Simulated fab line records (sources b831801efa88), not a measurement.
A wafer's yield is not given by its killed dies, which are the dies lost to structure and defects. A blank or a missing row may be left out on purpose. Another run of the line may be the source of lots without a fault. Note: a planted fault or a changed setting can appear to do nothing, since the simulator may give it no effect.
The same fault as seen by 2 desks | flow sky130 | what lay behind the numbers comes last; until then each desk has only its own

METROLOGY DESK
What the gauges read, lot by lot, whatever tool the lot ran on: means of the sampled wafers that have a number. A lot is out of limits, marked OUT, if its mean lies more than 4 standard deviations from the usual mean; the brackets give that distance.
Columns: A = SD_P_TW at SKY_SD_P_TW_MEAS_11, usual 2844; B = SD_P_RS at SKY_SD_N_RS_MEAS_17, usual 147.1 ohm/sq; C = LI_CONTACT_OVL at SKY_LI_CONTACT_OVL_MEAS_13, usual -1 nm; D = LOCAL_INTERCONNECT_TIN_RS at SKY_LOCAL_INTERCONNECT_RS_MEAS_01, usual 14.15 ohm/sq; E = cd nm at SKY_LOCAL_INTERCONNECT_CD_MEAS_11, usual 169.8 nm
lot  | first seen here | A              | B               | C   | D     | E
L569 | day 25 17:43    | 2813           | 147.1           | 5   | 14.06 | 167.4
L570 | day 26 06:29    | 2854           | 147.4           | 5   | 14.13 | 171.1
L571 | day 26 19:17    | 2848           | 147.5           | -2  | 14.31 | 170.6
L578 | day 29 00:17    | 2845           | 147.0           | 1   | 13.94 | 170.5
L579 | day 29 04:14    | 2855           | 146.7           | -3  | 14.05 | 168.5
L580 | day 29 13:02    | 2858           | 147.3           | 8   | 14.36 | 172.6
L582 | day 30 02:22    | 2845           | 147.1           | -2  | 14.18 | 172.5
L581 | day 30 06:39    | 2853           | 147.4           | -11 | 14.23 | 170.3
L588 | day 32 08:02    | 2659 (-10) OUT | 165.5 (+50) OUT | -3  | 14.18 | 171.3
L590 | day 32 13:54    | 2661 (-10) OUT | 164.9 (+48) OUT | -2  | 14.06 | 170.9
L592 | day 33 09:00    | 2842           | 147.3           | -1  | 14.09 | 169.3
This desk finds L588, L590 out of limits, with the earliest case on L588 at day 32 08:02 (SD_P_TW at SKY_SD_P_TW_MEAS_11). L569, L570, L571, L578, L579, L580, L582, L581, L592 stayed within limits.

AT THE TOOL OWNER'S DESK: implanter-04
The tool's own readings at SKY_SD_P_IMPLANT_09: means of the sampled wafers that have a number, for each lot that ran on this tool. A lot is out of limits, marked OUT, if its mean lies more than 4 standard deviations from the usual mean; the brackets give that distance.
Columns: A = beam energy keV at SKY_SD_P_IMPLANT_09, usual 20.000
lot  | first seen here | A
L569 | day 25 17:28    | 19.999
L570 | day 26 06:14    | 20.001
L579 | day 29 03:59    | 20.002
L582 | day 30 01:58    | 20.003
L588 | day 32 07:49    | 15.431 (-99 or more) OUT
L590 | day 32 13:40    | 15.418 (-99 or more) OUT
This desk's finding: out of limits on L588, L590; first on L588, day 32 07:49 (beam energy keV at SKY_SD_P_IMPLANT_09). L569, L570, L579, L582 stayed within limits.

TAKEN TOGETHER
The tool owner's desk could have raised an alarm at day 32 07:49, on L588, L590.
On L588, L590, the metrology desk was in a position to raise an alarm at day 32 08:02.
Every lot named ran SKY_SD_P_IMPLANT_09 on implanter-04.

WHAT THE SIMULATOR HAD INSERTED
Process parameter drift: implanter-04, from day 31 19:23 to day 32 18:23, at SKY_SD_P_IMPLANT_09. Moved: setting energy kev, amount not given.
Struck lots among those shown: L588, L590.
Delay (hours) between the fault's onset and each desk's first out-of-limits reading: 12 at the tool owner's desk, 13 at the metrology desk.
